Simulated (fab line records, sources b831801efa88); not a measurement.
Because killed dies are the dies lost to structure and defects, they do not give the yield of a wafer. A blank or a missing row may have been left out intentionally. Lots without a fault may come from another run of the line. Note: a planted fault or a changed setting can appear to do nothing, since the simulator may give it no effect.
Chamber matching -- flow sky130 -- 4 sister chambers for SKY_VIA1_CMP_24 on cmp-01
The step polishes, stops on SiO2, t overpolish 15 s, target thk 0 nm. 4 wafers are shown with their chamber, then 8 later ones without.

== WAFERS WITH THEIR CHAMBER ==
wafer,chamber,motor_current_A (A)
L673.3,3,11.7
L679.1,1,11.4
L679.5,0,11.5
L682.1,2,11.0

== WAFERS WHOSE CHAMBER IS MISSING ==
wafer,motor_current_A (A)
L682.2,10.7
L682.4,11.1
L684.1,11.9
L684.4,11.4
L684.5,11.4
L692.2,11.0
L692.5,11.7
L692.6,11.8

== CHAMBER TAKEN BY EACH ==
wafer,from the rows above,in truth
L682.2,2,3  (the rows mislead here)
L682.4,can't be placed: 2 or 1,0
L684.1,can't be placed: 3 or 0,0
L684.4,can't be placed: 1 or 0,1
L684.5,can't be placed: 1 or 0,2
L692.2,2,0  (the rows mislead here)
L692.5,can't be placed: 3 or 0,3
L692.6,can't be placed: 3 or 0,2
Correct placement for 0 of the 8. Unplaceable from these rows: 6, with the true chamber sitting among the candidates in 3. 2 placed wrongly.
How it was worked out, from the rows above alone: a wafer's distance from a chamber is the root of the sum, over the readings, of the square of ((its reading less the chamber's mean) divided by the reading's scatter). The wafer belongs to the nearest chamber; if the next one is less than 2 further off, it can't be placed. For every chamber, the mean is computed from those of its wafers that are shown. The scatter: with one shown wafer a chamber, the root of the mean of the squares of how far each hidden wafer lies from its nearest shown one.
